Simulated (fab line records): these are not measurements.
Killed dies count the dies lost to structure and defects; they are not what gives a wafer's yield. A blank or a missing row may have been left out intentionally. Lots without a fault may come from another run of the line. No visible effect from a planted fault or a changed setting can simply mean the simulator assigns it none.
fab line records	flow sky130
[record] lots = 13	wafers = 39	lastDay = 50
route steps=708 shown SONOS_TUNNEL@161 GATE_OXIDE@198 RES_PROTECT@214 POLY_GATE@227 PAD_OPEN@708
lots with no fault: from the same line, run without faults
startH: hours from the record's first day to the start of the lot's first wafer shown	waitH: hours from the lot's prior step to this one	" as in the row above	L1.1+2: a single row standing in for several wafers	- no value present, or no start provided	* or withheld: withheld	< > ~ a bound
route shown NAME@n: names a module that has steps shown in the file, with the first one's number in the route	usual: the fault-free wafers' mean and standard deviation	same: alike in all rows	chamber/n: place in a boat	sites: readings site by site	_std_site: standard deviation of those values	_edge_site: the outer-site mean with the inner-site mean subtracted	radiusMm: for every site, how far away it sits from the centre of the wafer	mask NAME#n: copy n	behind: the tool/chamber that last shaped the wafer	hold: why the lot was held/for how many hours/how that ended	device: the transistor (n, p or np) that didn't switch	end of line: tests run on the same wafers once the route is complete	a step given without rows: its recipe and nothing more	killed: dies lost to structure and defects at the first sort, not the wafer's yield	map: dies across one wafer; x = killed, . = not, _ = none there
set.NAME: the run value of the setting; set.NAME@STEP: its run value at that earlier step	model.NAME: the simulator's own value behind a step, which no gauge read
a sample of lots followed through the steps of the route, with each step as a table and each wafer as a row
services: a tool's chamber out of use, with start hour (startH, from the record's first day; less than 0 if before it), hours out, and reason
[[steps]]
[step SKY_SONOS_TUNNEL_CD_MEAS_07]
[recipe] targetCdNm = 410
[usual] cdNm = 410.1/2.1
lot.wafer	tool	chamber	startH	waitH	cdNm
L794.1	cdSem-01	-	240.35	0.1	407.6
L794.3	"	-	"	"	409.2
L794.5	"	-	"	"	410.3
L795.2	cdSem-02	-	246.47	0.1	408.9
L795.5	"	-	"	"	410.5
L795.6	"	-	"	"	410.9
L796.1	cdSem-01	-	255.30	0.1	406.5
L796.4	"	-	"	"	408.8
L796.5	"	-	"	"	409.1
L797.2	cdSem-02	-	277.07	0.1	410.6
L797.4	"	-	"	"	411.9
L797.5	"	-	"	"	413.1
L798.1	cdSem-01	-	283.09	0.1	407.8
L798.5	"	-	"	"	406.6
L798.6	"	-	"	"	408.0
L799.1	cdSem-01	-	284.74	0.1	409.4
L799.3	"	-	"	"	412.7
L799.4	"	-	"	"	411.5
L810.3	cdSem-02	-	375.03	0.1	412.3
L810.5	"	-	"	"	411.6
L810.6	"	-	"	"	412.3
L811.3	cdSem-02	-	379.28	0.1	412.1
L811.4	"	-	"	"	410.4
L811.6	"	-	"	"	411.0
L813.4	cdSem-01	-	411.30	0.1	411.4
L813.5	"	-	"	"	412.1
L813.6	"	-	"	"	411.8
L812.2	cdSem-01	-	413.26	0.1	405.8
L812.4	"	-	"	"	407.6
L812.5	"	-	"	"	405.4
L814.1	cdSem-01	-	415.54	0.1	410.6
L814.3	"	-	"	"	409.8
L814.4	"	-	"	"	409.5
L816.2	cdSem-01	-	429.57	0.1	410.5
L816.3	"	-	"	"	410.8
L816.6	"	-	"	"	412.5
L817.4	cdSem-01	-	444.30	0.1	408.3
L817.5	"	-	"	"	409.3
L817.6	"	-	"	"	409.7
[step SKY_GATE_OXIDE_IMPLANT_11]
[recipe] species = B	energyKev = 10	doseCm2 = 2.6e+12	tiltDeg = withheld
[usual] beamEnergyKeV = 10.000/0.0031
lot.wafer	tool	chamber	startH	waitH	beamEnergyKeV
L794.1	implanter-02	0	297.48	0.0	10.000
L794.3	"	0	"	"	9.998
L794.5	"	0	"	"	10.003
L795.2	implanter-02	0	304.45	0.0	10.006
L795.5	"	0	"	"	10.005
L795.6	"	0	"	"	10.004
L796.1	implanter-04	0	316.22	0.0	10.001
L796.4	"	0	"	"	9.997
L796.5	"	0	"	"	9.995
L797.2	implanter-04	0	336.24	0.0	10.000
L797.4	"	0	"	"	10.005
L797.5	"	0	"	"	10.000
L798.1	implanter-04	0	344.42	0.2	10.794
L798.5	"	0	"	"	10.790
L798.6	"	0	"	"	10.789
L799.1	implanter-04	0	344.87	0.2	10.787
L799.3	"	0	"	"	10.786
L799.4	"	0	"	"	10.793
L810.3	implanter-04	0	445.03	0.1	9.999
L810.5	"	0	"	"	10.001
L810.6	"	0	"	"	10.001
L811.3	implanter-02	0	447.97	0.1	10.002
L811.4	"	0	"	"	9.997
L811.6	"	0	"	"	9.996
L813.4	implanter-02	0	480.00	0.1	10.000
L813.5	"	0	"	"	10.001
L813.6	"	0	"	"	9.996
L812.2	implanter-03	0	484.55	0.0	10.001
L812.4	"	0	"	"	10.004
L812.5	"	0	"	"	10.002
L814.1	implanter-02	0	486.27	0.0	10.000
L814.3	"	0	"	"	9.998
L814.4	"	0	"	"	9.998
L816.2	implanter-04	0	499.89	0.0	10.000
L816.3	"	0	"	"	10.000
L816.6	"	0	"	"	10.000
L817.4	implanter-04	0	511.59	0.1	10.005
L817.5	"	0	"	"	9.998
L817.6	"	0	"	"	10.004
[step SKY_RES_PROTECT_STRIP_07]
[recipe] chemistry = O2/N2	powerW = 1400	pressureMtorr = 1500	platenTempC = withheld	o2FlowSccm = 3000	n2FlowSccm = 300	overashFraction = 0.5
[usual] drypumpMotorCurrentA = 5.7/0.42	oesProductAu = 0.518/0.0048	stripTimeToEndpointS = 23.30/0.039
lot.wafer	tool	chamber	startH	waitH	drypumpMotorCurrentA	oesProductAu	rfHoursCounterH	stripTimeToEndpointS
L794.1	plasmaAsher-01	0	326.99	0.1	6.1	0.513	50	23.27
L794.3	"	1	"	"	5.7	0.507	-	23.25
L794.5	"	0	"	"	6.1	0.518	-	23.24
L795.2	plasmaAsher-02	0	334.50	0.1	6.0	0.519	63	23.35
L795.5	"	0	"	"	6.0	0.526	-	23.35
L795.6	"	1	"	"	5.8	0.515	-	23.28
L796.1	plasmaAsher-03	1	347.89	0.1	6.1	0.513	66	23.28
L796.4	"	0	"	"	5.0	0.511	-	23.30
L796.5	"	1	"	"	6.1	0.509	-	23.31
L797.2	plasmaAsher-03	1	367.90	0.1	6.1	0.517	68	23.26
L797.4	"	1	"	"	6.1	0.514	-	23.24
L797.5	"	0	"	"	5.0	0.508	-	23.23
L798.1	plasmaAsher-02	1	375.88	0.1	5.8	0.518	67	23.36
L798.5	"	1	"	"	5.7	0.515	-	23.35
L798.6	"	0	"	"	6.1	0.522	-	23.37
L799.1	plasmaAsher-01	1	377.54	0.1	5.7	0.515	55	23.23
L799.3	"	0	"	"	6.1	0.527	-	23.25
L799.4	"	1	"	"	5.7	0.520	-	23.30
L810.3	plasmaAsher-03	0	479.47	0.1	5.0	0.530	-	23.26
L810.5	"	0	"	"	5.0	0.521	-	23.27
L810.6	"	1	"	"	6.1	0.521	-	23.26
L811.3	plasmaAsher-02	1	483.28	0.1	5.8	0.516	-	23.28
L811.4	"	0	"	"	6.1	0.518	-	23.30
L811.6	"	1	"	"	5.7	0.516	-	23.28
L813.4	plasmaAsher-03	1	514.22	0.1	6.1	0.514	-	23.34
L813.5	"	1	"	"	6.1	0.522	-	23.25
L813.6	"	0	"	"	5.0	0.524	-	23.32
L812.2	plasmaAsher-02	0	518.55	0.1	6.0	0.516	83	23.26
L812.4	"	0	"	"	6.0	0.520	-	23.27
L812.5	"	0	"	"	6.0	0.508	-	23.29
L814.1	plasmaAsher-03	0	519.13	0.1	5.0	0.514	9	23.29
L814.3	"	1	"	"	6.1	0.513	-	23.33
L814.4	"	0	"	"	5.0	0.518	-	23.34
L816.2	plasmaAsher-03	0	533.98	0.1	4.9	0.515	10	23.31
L816.3	"	1	"	"	6.1	0.513	-	23.27
L816.6	"	0	"	"	5.0	0.517	-	23.33
L817.4	plasmaAsher-03	1	545.13	0.1	6.1	0.521	-	23.27
L817.5	"	0	"	"	5.0	0.516	-	23.30
L817.6	"	1	"	"	6.1	0.520	-	23.28
[step SKY_POLY_GATE_CD_MEAS_13]
[recipe] targetCdNm = 150
[usual] cdNm = 150.6/1.6
lot.wafer	tool	chamber	startH	waitH	cdNm
L794.1	cdSem-01	-	356.50	-	152.8
L794.3	"	-	"	"	151.6
L794.5	"	-	"	"	152.0
L795.2	cdSem-02	-	364.31	-	149.3
L795.5	"	-	"	"	148.3
L795.6	"	-	"	"	148.1
L796.1	cdSem-01	-	381.39	-	149.7
L796.4	"	-	"	"	151.4
L796.5	"	-	"	"	150.6
L797.2	cdSem-02	-	400.26	-	151.9
L797.4	"	-	"	"	150.8
L797.5	"	-	"	"	151.8
L798.1	cdSem-01	-	407.05	-	148.4
L798.5	"	-	"	"	148.5
L798.6	"	-	"	"	148.0
L799.1	cdSem-02	-	410.39	-	149.3
L799.3	"	-	"	"	150.6
L799.4	"	-	"	"	150.5
L810.3	cdSem-01	-	511.63	-	150.1
L810.5	"	-	"	"	149.9
L810.6	"	-	"	"	150.8
L811.3	cdSem-01	-	515.09	-	149.5
L811.4	"	-	"	"	150.4
L811.6	"	-	"	"	149.6
L813.4	cdSem-01	-	546.50	-	150.3
L813.5	"	-	"	"	151.3
L813.6	"	-	"	"	150.3
L812.2	cdSem-02	-	552.46	-	148.4
L812.4	"	-	"	"	149.7
L812.5	"	-	"	"	148.1
L814.1	cdSem-01	-	552.79	-	149.5
L814.3	"	-	"	"	149.7
L814.4	"	-	"	"	149.2
L816.2	cdSem-02	-	566.51	-	152.8
L816.3	"	-	"	"	150.3
L816.6	"	-	"	"	151.6
L817.4	cdSem-01	-	581.46	-	151.7
L817.5	"	-	"	"	152.1
L817.6	"	-	"	"	152.4
[step SKY_PAD_OPEN_PROBE_99]
[usual] killed_at_M0_to_M3 = 43/7.3	killed_at_M4_up = 3.1/1.7	killedAtContacts = 24/4.7	killedAtFrontEnd = 15/4.6	killedAtOther = 0.3/0.55	killedDies = 86/9.7	killedOpen = 47/6.7	killedShort = 39/6.5
[same] grossDies = 492	killedAtBackSide = 0
lot.wafer	tool	chamber	startH	waitH	killed_at_M0_to_M3	killed_at_M4_up	killedAtContacts	killedAtFrontEnd	killedAtOther	killedDies	killedOpen	killedShort
L794.1	prober-01	-	1059.56	0.1	42	2	24	21	0	89	41	48
L794.3	prober-01	-	1059.66	0.2	45	3	27	20	1	96	50	46
L794.5	prober-01	-	1059.76	0.2	53	2	23	13	0	91	51	40
L795.2	prober-01	-	1064.11	0.1	36	7	26	21	0	90	40	50
L795.5	prober-01	-	1064.26	0.2	42	3	23	18	1	87	47	40
L795.6	prober-01	-	1064.31	0.2	53	4	11	20	1	89	49	40
L796.1	prober-02	-	1077.76	0.1	36	5	31	16	0	88	48	40
L796.4	prober-02	-	1077.91	0.2	31	4	27	26	0	88	55	33
L796.5	prober-02	-	1077.96	0.2	39	3	25	9	1	77	44	33
L797.2	prober-01	-	1089.15	0.1	52	3	35	22	1	113	69	44
L797.4	prober-01	-	1089.25	0.2	37	3	23	16	0	79	48	31
L797.5	prober-01	-	1089.30	0.2	48	1	21	15	1	86	50	36
L798.1	prober-02	-	1099.37	0.1	40	2	31	16	0	89	50	39
L798.5	prober-02	-	1099.57	0.2	29	4	28	19	0	80	43	37
L798.6	prober-02	-	1099.62	0.2	39	4	30	13	0	86	49	37
L799.1	prober-02	-	1100.75	0.1	51	2	25	19	0	97	49	48
L799.3	prober-02	-	1100.85	0.2	34	3	28	19	0	84	42	42
L799.4	prober-02	-	1100.90	0.2	40	2	18	14	0	74	39	35
L810.3	prober-01	-	1160.44	0.2	49	1	24	11	0	85	51	34
L810.5	prober-01	-	1160.54	0.2	50	2	19	9	1	81	48	33
L810.6	prober-01	-	1160.59	0.2	36	4	23	10	0	73	32	41
L811.3	prober-02	-	1163.76	0.2	32	5	20	12	0	69	41	28
L811.4	prober-02	-	1163.81	0.2	44	4	27	12	2	89	42	47
L811.6	prober-02	-	1163.91	0.2	46	4	25	11	0	86	44	42
L814.1	prober-01	-	1194.56	0.1	41	2	24	18	0	85	51	34
L814.3	prober-01	-	1194.66	0.2	32	2	22	21	0	77	42	35
L814.4	prober-01	-	1194.71	0.2	50	0	21	16	1	88	48	40
L813.4	prober-02	-	1195.41	0.2	53	7	20	15	0	95	43	52
L813.5	prober-02	-	1195.46	0.2	43	2	18	16	1	80	41	39
L813.6	prober-02	-	1195.51	0.2	42	1	24	13	1	81	45	36
L812.2	prober-02	-	1198.39	0.1	55	3	25	11	1	95	49	46
L812.4	prober-02	-	1198.49	0.2	39	4	21	16	0	80	54	26
L812.5	prober-02	-	1198.54	0.2	39	7	30	16	0	92	61	31
L816.2	prober-01	-	1200.22	0.1	44	0	20	17	0	81	50	31
L816.3	prober-01	-	1200.27	0.2	38	2	28	15	1	84	46	38
L816.6	prober-01	-	1200.42	0.2	39	2	26	20	0	87	36	51
L817.4	prober-02	-	1202.95	0.2	36	3	22	14	0	75	42	33
L817.5	prober-02	-	1203.00	0.2	55	4	35	12	0	106	58	48
L817.6	prober-02	-	1203.05	0.2	46	4	29	13	0	92	56	36
// killed by level:class
L794.1 VIA2:geometricParticle:short=8 CONTACT:geometricParticle:open=8 LI_CONTACT:geometricParticle:open=7 CONTACT:geometricParticle:short=7 METAL2:geometricParticle:short=7 VIA1:geometricParticle:short=6 FIELD_ISO:geometricParticle:open=5 FIELD_ISO:geometricParticle:short=4
L794.3 CONTACT:geometricParticle:open=12 VIA1:geometricParticle:open=9 POLY_GATE:geometricParticle:short=8 METAL2:geometricParticle:short=7 LI_CONTACT:geometricParticle:open=6 METAL1:geometricParticle:short=6 VIA3:geometricParticle:open=6 POLY_GATE:geometricParticle:open=4
L794.5 VIA1:geometricParticle:open=11 CONTACT:geometricParticle:open=9 METAL2:geometricParticle:short=8 VIA2:geometricParticle:open=8 FIELD_ISO:geometricParticle:open=5 METAL1:geometricParticle:short=5 LI_CONTACT:geometricParticle:open=5 VIA1:geometricParticle:short=5
L795.2 FIELD_ISO:geometricParticle:short=8 CONTACT:geometricParticle:open=8 LI_CONTACT:geometricParticle:open=7 VIA1:geometricParticle:open=6 VIA3:geometricParticle:short=6 VIA2:geometricParticle:short=6 CONTACT:geometricParticle:short=5 FIELD_ISO:geometricParticle:open=4
L795.5 VIA2:geometricParticle:open=11 VIA1:geometricParticle:open=10 LOCAL_INTERCONNECT:geometricParticle:short=6 CONTACT:geometricParticle:short=6 CONTACT:geometricParticle:open=6 METAL2:geometricParticle:short=5 VIA3:geometricParticle:open=5 FIELD_ISO:geometricParticle:short=4
L795.6 VIA1:geometricParticle:open=11 CONTACT:geometricParticle:open=10 METAL1:geometricParticle:short=9 VIA3:geometricParticle:open=8 VIA2:geometricParticle:open=6 FIELD_ISO:geometricParticle:open=5 VIA3:geometricParticle:short=5 METAL2:geometricParticle:short=5
L796.1 LI_CONTACT:geometricParticle:open=12 VIA2:geometricParticle:open=7 VIA1:geometricParticle:open=7 CONTACT:geometricParticle:open=6 METAL1:geometricParticle:short=6 POLY_GATE:geometricParticle:open=5 LOCAL_INTERCONNECT:geometricParticle:short=5 LI_CONTACT:geometricParticle:short=4
L796.4 LI_CONTACT:geometricParticle:open=12 VIA1:geometricParticle:open=11 POLY_GATE:geometricParticle:open=6 CONTACT:geometricParticle:open=6 POLY_GATE:geometricParticle:short=5 VIA1:geometricParticle:short=5 VIA2:geometricParticle:open=5 FIELD_ISO:geometricParticle:open=4
L796.5 VIA1:geometricParticle:open=13 CONTACT:geometricParticle:short=9 VIA2:geometricParticle:open=8 CONTACT:geometricParticle:open=7 LI_CONTACT:geometricParticle:open=6 VIA1:geometricParticle:short=4 FIELD_ISO:geometricParticle:open=3 FIELD_ISO:geometricParticle:short=3
L797.2 CONTACT:geometricParticle:open=16 VIA2:geometricParticle:open=14 VIA1:geometricParticle:open=11 POLY_GATE:geometricParticle:open=7 LI_CONTACT:geometricParticle:open=7 CONTACT:geometricParticle:short=6 FIELD_ISO:geometricParticle:short=5 VIA1:geometricParticle:short=5
L797.4 VIA1:geometricParticle:open=11 VIA2:geometricParticle:open=10 CONTACT:geometricParticle:short=7 CONTACT:geometricParticle:open=7 POLY_GATE:geometricParticle:open=6 LI_CONTACT:geometricParticle:open=5 FIELD_ISO:geometricParticle:open=3 FIELD_ISO:geometricParticle:short=3
L797.5 VIA1:geometricParticle:open=14 CONTACT:geometricParticle:open=9 VIA2:geometricParticle:open=9 LI_CONTACT:geometricParticle:open=5 VIA1:geometricParticle:short=5 METAL2:geometricParticle:short=5 SPACER:geometricParticle:short=4 POLY_GATE:geometricParticle:open=3
L798.1 CONTACT:geometricParticle:open=11 VIA1:geometricParticle:open=8 LI_CONTACT:geometricParticle:open=7 VIA3:geometricParticle:open=7 LOCAL_INTERCONNECT:geometricParticle:short=6 POLY_GATE:geometricParticle:short=5 POLY_GATE:geometricParticle:open=5 VIA1:geometricParticle:short=5
L798.5 CONTACT:geometricParticle:open=11 METAL1:geometricParticle:short=9 VIA1:geometricParticle:open=8 LI_CONTACT:geometricParticle:open=7 CONTACT:geometricParticle:short=6 POLY_GATE:geometricParticle:open=5 FIELD_ISO:geometricParticle:open=4 POLY_GATE:geometricParticle:short=4
L798.6 CONTACT:geometricParticle:open=12 VIA1:geometricParticle:open=11 LI_CONTACT:geometricParticle:open=7 METAL2:geometricParticle:short=6 VIA3:geometricParticle:open=5 METAL3:geometricParticle:short=4 POLY_GATE:geometricParticle:short=4 LOCAL_INTERCONNECT:geometricParticle:short=4
L799.1 VIA1:geometricParticle:short=9 CONTACT:geometricParticle:open=9 VIA1:geometricParticle:open=9 METAL1:geometricParticle:short=8 VIA2:geometricParticle:open=8 FIELD_ISO:geometricParticle:open=7 LOCAL_INTERCONNECT:geometricParticle:short=5 CONTACT:geometricParticle:short=5
L799.3 CONTACT:geometricParticle:open=12 CONTACT:geometricParticle:short=8 VIA1:geometricParticle:open=8 FIELD_ISO:geometricParticle:short=6 VIA2:geometricParticle:open=6 VIA1:geometricParticle:short=6 LI_CONTACT:geometricParticle:open=5 METAL1:geometricParticle:short=4
L799.4 VIA1:geometricParticle:open=12 VIA2:geometricParticle:open=6 FIELD_ISO:geometricParticle:short=5 LOCAL_INTERCONNECT:geometricParticle:short=5 VIA1:geometricParticle:short=4 CONTACT:geometricParticle:open=4 VIA3:geometricParticle:short=4 METAL3:geometricParticle:short=4
L810.3 VIA3:geometricParticle:open=10 VIA1:geometricParticle:open=9 CONTACT:geometricParticle:open=8 VIA2:geometricParticle:open=7 LI_CONTACT:geometricParticle:open=6 VIA3:geometricParticle:short=6 METAL2:geometricParticle:short=5 FIELD_ISO:geometricParticle:open=4
L810.5 VIA1:geometricParticle:open=12 VIA2:geometricParticle:open=6 LI_CONTACT:geometricParticle:open=5 METAL1:geometricParticle:short=5 VIA2:geometricParticle:short=5 VIA3:geometricParticle:open=5 CONTACT:geometricParticle:short=4 CONTACT:geometricParticle:open=4
L810.6 METAL1:geometricParticle:short=8 CONTACT:geometricParticle:short=7 CONTACT:geometricParticle:open=6 VIA1:geometricParticle:open=6 LI_CONTACT:geometricParticle:open=5 FIELD_ISO:geometricParticle:short=4 POLY_GATE:geometricParticle:open=4 VIA3:geometricParticle:open=4
L811.3 VIA1:geometricParticle:open=9 CONTACT:geometricParticle:open=8 VIA3:geometricParticle:open=6 LI_CONTACT:geometricParticle:open=5 CONTACT:geometricParticle:short=5 POLY_GATE:geometricParticle:open=4 METAL2:geometricParticle:short=4 METAL1:geometricParticle:short=4
L811.4 VIA1:geometricParticle:short=10 CONTACT:geometricParticle:open=8 LI_CONTACT:geometricParticle:open=7 VIA1:geometricParticle:open=7 CONTACT:geometricParticle:short=6 VIA3:geometricParticle:open=6 METAL2:geometricParticle:short=5 VIA2:geometricParticle:open=5
L811.6 CONTACT:geometricParticle:open=9 LI_CONTACT:geometricParticle:open=8 VIA1:geometricParticle:open=8 METAL1:geometricParticle:short=7 VIA1:geometricParticle:short=6 METAL3:geometricParticle:short=5 VIA2:geometricParticle:open=4 METAL2:geometricParticle:short=4
L814.1 VIA1:geometricParticle:open=11 VIA2:geometricParticle:open=8 CONTACT:geometricParticle:short=7 FIELD_ISO:geometricParticle:open=6 LOCAL_INTERCONNECT:geometricParticle:short=6 LI_CONTACT:geometricParticle:open=5 VIA3:geometricParticle:open=5 CONTACT:geometricParticle:open=5
L814.3 CONTACT:geometricParticle:open=7 VIA3:geometricParticle:open=7 POLY_GATE:geometricParticle:open=6 VIA2:geometricParticle:open=6 FIELD_ISO:geometricParticle:open=5 VIA1:geometricParticle:open=5 LI_CONTACT:geometricParticle:short=5 FIELD_ISO:geometricParticle:short=4
L814.4 VIA1:geometricParticle:open=12 METAL1:geometricParticle:short=8 VIA3:geometricParticle:open=8 CONTACT:geometricParticle:open=6 CONTACT:geometricParticle:short=5 FIELD_ISO:geometricParticle:short=4 FIELD_ISO:geometricParticle:open=4 POLY_GATE:geometricParticle:open=4
L813.4 VIA1:geometricParticle:open=12 METAL2:geometricParticle:short=7 METAL1:geometricParticle:short=7 FIELD_ISO:geometricParticle:short=6 CONTACT:geometricParticle:open=6 LI_CONTACT:geometricParticle:open=5 METAL4:geometricParticle:short=5 VIA2:geometricParticle:open=5
L813.5 METAL1:geometricParticle:short=9 CONTACT:geometricParticle:open=7 FIELD_ISO:geometricParticle:open=6 VIA2:geometricParticle:open=6 VIA3:geometricParticle:open=6 CONTACT:geometricParticle:short=5 VIA1:geometricParticle:short=5 VIA3:geometricParticle:short=5
L813.6 VIA1:geometricParticle:open=8 VIA2:geometricParticle:open=8 METAL2:geometricParticle:short=7 CONTACT:geometricParticle:open=7 LI_CONTACT:geometricParticle:open=6 FIELD_ISO:geometricParticle:open=5 LOCAL_INTERCONNECT:geometricParticle:short=5 CONTACT:geometricParticle:short=5
L812.2 VIA1:geometricParticle:open=9 METAL1:geometricParticle:short=8 VIA3:geometricParticle:open=8 CONTACT:geometricParticle:open=7 LI_CONTACT:geometricParticle:open=7 VIA2:geometricParticle:open=6 VIA2:geometricParticle:short=5 CONTACT:geometricParticle:short=5
L812.4 LI_CONTACT:geometricParticle:open=10 VIA1:geometricParticle:open=8 VIA3:geometricParticle:open=7 CONTACT:geometricParticle:open=7 VIA2:geometricParticle:open=7 FIELD_ISO:geometricParticle:short=6 METAL1:geometricParticle:short=6 FIELD_ISO:geometricParticle:open=5
L812.5 VIA1:geometricParticle:open=14 CONTACT:geometricParticle:open=9 LI_CONTACT:geometricParticle:open=8 VIA2:geometricParticle:open=8 FIELD_ISO:geometricParticle:open=6 CONTACT:geometricParticle:short=6 VIA3:geometricParticle:open=6 METAL4:geometricParticle:short=5
L816.2 VIA1:geometricParticle:open=16 VIA2:geometricParticle:open=8 CONTACT:geometricParticle:open=7 LI_CONTACT:geometricParticle:open=6 METAL1:geometricParticle:short=6 POLY_GATE:geometricParticle:short=5 POLY_GATE:geometricParticle:open=4 METAL2:geometricParticle:short=4
L816.3 CONTACT:geometricParticle:open=12 VIA1:geometricParticle:open=9 CONTACT:geometricParticle:short=8 LI_CONTACT:geometricParticle:open=7 VIA2:geometricParticle:open=6 FIELD_ISO:geometricParticle:short=5 METAL2:geometricParticle:short=5 POLY_GATE:geometricParticle:short=4
L816.6 METAL2:geometricParticle:short=11 VIA1:geometricParticle:open=9 POLY_GATE:geometricParticle:short=7 LOCAL_INTERCONNECT:geometricParticle:short=6 CONTACT:geometricParticle:open=6 LI_CONTACT:geometricParticle:open=5 VIA1:geometricParticle:short=5 FIELD_ISO:geometricParticle:short=4
L817.4 CONTACT:geometricParticle:open=7 VIA2:geometricParticle:open=7 VIA3:geometricParticle:open=6 LI_CONTACT:geometricParticle:open=5 VIA1:geometricParticle:open=5 FIELD_ISO:geometricParticle:short=4 POLY_GATE:geometricParticle:short=4 METAL1:geometricParticle:short=4
L817.5 VIA1:geometricParticle:open=10 LOCAL_INTERCONNECT:geometricParticle:short=9 VIA2:geometricParticle:open=9 METAL1:geometricParticle:short=8 CONTACT:geometricParticle:open=8 VIA3:geometricParticle:open=7 LI_CONTACT:geometricParticle:open=6 LI_CONTACT:geometricParticle:short=5
L817.6 VIA1:geometricParticle:open=14 CONTACT:geometricParticle:open=12 VIA3:geometricParticle:open=11 CONTACT:geometricParticle:short=6 LI_CONTACT:geometricParticle:open=5 METAL2:geometricParticle:short=5 VIA2:geometricParticle:open=4 POLY_GATE:geometricParticle:open=3
[[services]]
tool	chamber	startH	hours	kind
implanter-03	-	301.15	7.6	repair
plasmaAsher-02	-	308.34	0.6	repair
plasmaAsher-02	-	308.88	2.0	repair
implanter-02	-	311.76	0.9	repair
plasmaAsher-01	-	314.39	4.6	repair
implanter-02	-	340.67	4.7	pm
implanter-03	-	344.09	0.9	repair
implanter-04	-	387.54	2.5	repair
implanter-02	-	404.12	2.0	repair
plasmaAsher-03	-	410.27	18.8	repair
implanter-04	-	422.00	2.1	repair
plasmaAsher-03	-	429.08	9.0	pm
plasmaAsher-03	0	429.08	9.0	ventCycle
plasmaAsher-03	1	429.08	9.0	ventCycle
plasmaAsher-03	0	438.08	-	clean
plasmaAsher-03	1	438.08	-	clean
implanter-02	-	457.42	5.1	repair
implanter-03	-	467.11	4.3	pm
plasmaAsher-01	-	473.55	14.6	pm
plasmaAsher-01	-	493.69	4.0	repair
[[key]]
[firstSign] step = SKY_GATE_OXIDE_IMPLANT_11	reading = beamEnergyKeV	direction = up	sigmas = 99+	usual = *	struck = *
effect none on later readings
metAt SKY_GATE_OXIDE_IMPLANT_11
struckLots L798,L799
testerLeftOut L798,L799
notActingAt SKY_SONOS_TUNNEL_CD_MEAS_07,SKY_RES_PROTECT_STRIP_07,SKY_POLY_GATE_CD_MEAS_13
onsetBetween 336.24 344.42
[fault] kind = processParameterDrift	tool = implanter-04	chamber = -	onsetH = 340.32	steps = SKY_GATE_OXIDE_IMPLANT_11	channel = energyKev	offset = *	shape = step	endH = 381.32	actsIn = *	stated = *
// testerLeftOut: of these lots the tester's yield and bins aren't shown, on N5 and GAA mostly nor the transistor test; their killed dies are dies lost to structure and defects alone, not to doping, threshold or leakage, so they don't give the yield
